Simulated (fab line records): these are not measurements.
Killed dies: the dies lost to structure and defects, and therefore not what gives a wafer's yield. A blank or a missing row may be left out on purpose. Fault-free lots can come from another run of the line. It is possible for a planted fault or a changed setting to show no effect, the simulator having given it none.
A single fault, viewed from 2 desks + flow gf180mcu + each desk holds nothing but its own numbers, with what lay behind them at the end

== DESK OF THE TOOL OWNER: lithoTrack-01 ==
The tool's own readings at GF_V5_PEB_12 (peb time 90 s): means of the sampled wafers that have a number, for each lot that ran on this tool. Any lot whose mean is over 4 standard deviations away from the usual mean is out of limits and marked OUT; that distance is given in the brackets.
Columns: A = heaterPowerTotalW at GF_V5_PEB_12, usual 85.70 W; B = resistLineTempC at GF_V5_PEB_12, usual 23.00 C
| lot  | first seen here | A               | B     |
|------|-----------------|-----------------|-------|
| L413 | day 27 04:41    | 85.66           | 23.28 |
| L427 | day 31 02:05    | 87.44 (+20) OUT | 23.09 |
| L425 | day 31 08:44    | 89.14 (+40) OUT | 22.84 |
This desk's finding: out of limits on L425, L427; first on L427, day 31 02:05 (heaterPowerTotalW at GF_V5_PEB_12). L413: within limits.

== AT THE METROLOGY DESK ==
Lot by lot, what the gauges showed, no matter which tool ran the lot: averages of those sampled wafers that carry a number. Any lot whose mean is over 4 standard deviations away from the usual mean is out of limits and marked OUT; that distance is given in the brackets.
Columns: A = V5_CVD_00_THK at GF_V5_THK_MEAS_01, usual 298.4 nm; B = V5_CVD_02_THK at GF_V5_THK_MEAS_03, usual 1445 nm; C = V5_BOW at GF_V5_BOW_MEAS_05, usual 132 um; D = cdNm at GF_V5_CD_MEAS_14, usual 259.7 nm; E = V5_OVL at GF_V5_OVL_MEAS_15, usual 0 nm
| lot  | first seen here | A     | B    | C   | D     | E  |
|------|-----------------|-------|------|-----|-------|----|
| L413 | day 26 07:49    | 300.2 | 1423 | 125 | 261.3 | 4  |
| L419 | day 28 07:42    | 297.9 | 1430 | 144 | 259.7 | -7 |
| L427 | day 30 07:41    | 298.0 | 1452 | 138 | 260.0 | -0 |
| L425 | day 30 14:17    | 296.0 | 1468 | 142 | 256.2 | -5 |
| L429 | day 31 03:41    | 302.8 | 1444 | 130 | 260.8 | 7  |
| L431 | day 31 17:39    | 300.3 | 1454 | 134 | 259.6 | -0 |
This desk found nothing out of limits on any of the 6 lots.

== PUT TOGETHER ==
The tool owner's desk could have raised an alarm at day 31 02:05, on L425, L427.
Metrology desk: nothing out of limits seen.
The metrology desk holds a record of L425, L427, inside its limits.
Every lot named ran GF_V5_PEB_12 on lithoTrack-01.

== WHAT WAS PUT IN BY THE SIMULATOR ==
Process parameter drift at GF_V5_PEB_12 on lithoTrack-01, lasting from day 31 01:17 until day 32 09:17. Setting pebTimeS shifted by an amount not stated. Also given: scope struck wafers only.
Struck lots among those shown: L425, L427.
How many hours passed from the start of the fault until each desk's first out-of-limits reading: the tool owner's desk, 1.
